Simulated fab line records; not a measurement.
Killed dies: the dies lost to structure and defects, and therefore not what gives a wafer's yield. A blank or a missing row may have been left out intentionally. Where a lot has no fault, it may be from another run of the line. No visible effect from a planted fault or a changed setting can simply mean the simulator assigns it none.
Chamber matching    flow gf180mcu    GF_V3_CMP_04 on cmp-02 has 4 sister chambers
The step polishes SiO2. 4 wafers are shown with their chamber, then 10 later ones without.

== WAFERS, EACH WITH ITS CHAMBER ==
wafer   chamber  motor_current_A (A)
L246.2  0        7.9
L246.3  2        13.3
L249.1  3        10.3
L249.2  1        12.7

== WAFERS WITHOUT THEIR CHAMBER ==
wafer   motor_current_A (A)
L249.4  8.0
L248.1  10.1
L248.2  7.8
L248.5  8.2
L251.1  12.4
L251.4  8.0
L251.6  10.1
L252.3  12.7
L252.5  10.8
L252.6  12.7

== EACH ONE'S CHAMBER ==
wafer    from the rows above   in truth
L249.4   0                     0
L248.1   3                     3
L248.2   0                     0
L248.5   0                     0
L251.1   1                     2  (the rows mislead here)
L251.4   0                     0
L251.6   3                     3
L252.3   1                     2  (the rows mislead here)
L252.5   3                     3
L252.6   1                     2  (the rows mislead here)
Correct placement for 7 of the 10. Number that these rows cannot place: 0. Number placed wrongly: 3.
How it was worked out, from the rows above alone: a wafer's distance from a chamber is the root of the sum, over the readings, of the square of ((its reading less the chamber's mean) divided by the reading's scatter). The wafer belongs to the nearest chamber; if the next one is less than 2 further off, it can't be placed. The mean given for a chamber averages the wafers shown for that chamber. The scatter (one wafer shown for each chamber): square how far every hidden wafer sits from the nearest shown wafer, average those squares and take the square root.
